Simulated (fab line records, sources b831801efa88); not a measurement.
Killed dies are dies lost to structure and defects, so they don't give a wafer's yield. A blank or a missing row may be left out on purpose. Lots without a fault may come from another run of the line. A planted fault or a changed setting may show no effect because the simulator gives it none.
Chamber matching | flow gf180mcu | GF_V2_CMP_26 on cmp-02: 4 sister chambers
The step polishes, stops on SiO2, t overpolish 15 s, target thk 0 nm. 4 wafers are shown with their chamber, then 12 later ones without.

WAFERS WITH THEIR CHAMBER
wafer  | chamber | motor_current_A (A)
L080.4 | 2       | 12.2
L093.2 | 3       | 11.7
L093.3 | 1       | 11.8
L093.6 | 0       | 9.6

WAFERS WITHOUT THEIR CHAMBER
wafer  | motor_current_A (A)
L094.4 | 10.8
L094.5 | 10.9
L094.6 | 10.2
L095.2 | 11.0
L095.4 | 12.2
L095.6 | 12.9
L096.4 | 11.3
L096.5 | 12.1
L096.6 | 10.4
L097.1 | 11.6
L097.3 | 11.4
L097.5 | 12.3

WHICH CHAMBER EACH WENT THROUGH
wafer  | from the rows above               | in truth
L094.4 | can't be placed: 3 or 1 or 0 or 2 | 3
L094.5 | can't be placed: 3 or 1 or 2 or 0 | 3
L094.6 | can't be placed: 0 or 3 or 1      | 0
L095.2 | can't be placed: 3 or 1 or 2 or 0 | 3
L095.4 | can't be placed: 2 or 1 or 3      | 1
L095.6 | can't be placed: 2 or 1 or 3      | 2
L096.4 | can't be placed: 3 or 1 or 2      | 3
L096.5 | can't be placed: 2 or 1 or 3      | 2
L096.6 | can't be placed: 0 or 3 or 1 or 2 | 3
L097.1 | can't be placed: 3 or 1 or 2      | 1
L097.3 | can't be placed: 3 or 1 or 2      | 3
L097.5 | can't be placed: 2 or 1 or 3      | 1
Placed correctly: 0 of 12. Can't be placed from these rows: 12 (the true chamber is among the candidates in 12). Placed wrongly: 0.
How it was worked out, from the rows above alone: a wafer's distance from a chamber is the root of the sum, over the readings, of the square of ((its reading less the chamber's mean) divided by the reading's scatter). The wafer belongs to the nearest chamber; if the next one is less than 2 further off, it can't be placed. A chamber's mean is the mean of its shown wafers. The scatter: with one shown wafer a chamber, the root of the mean of the squares of how far each hidden wafer lies from its nearest shown one.
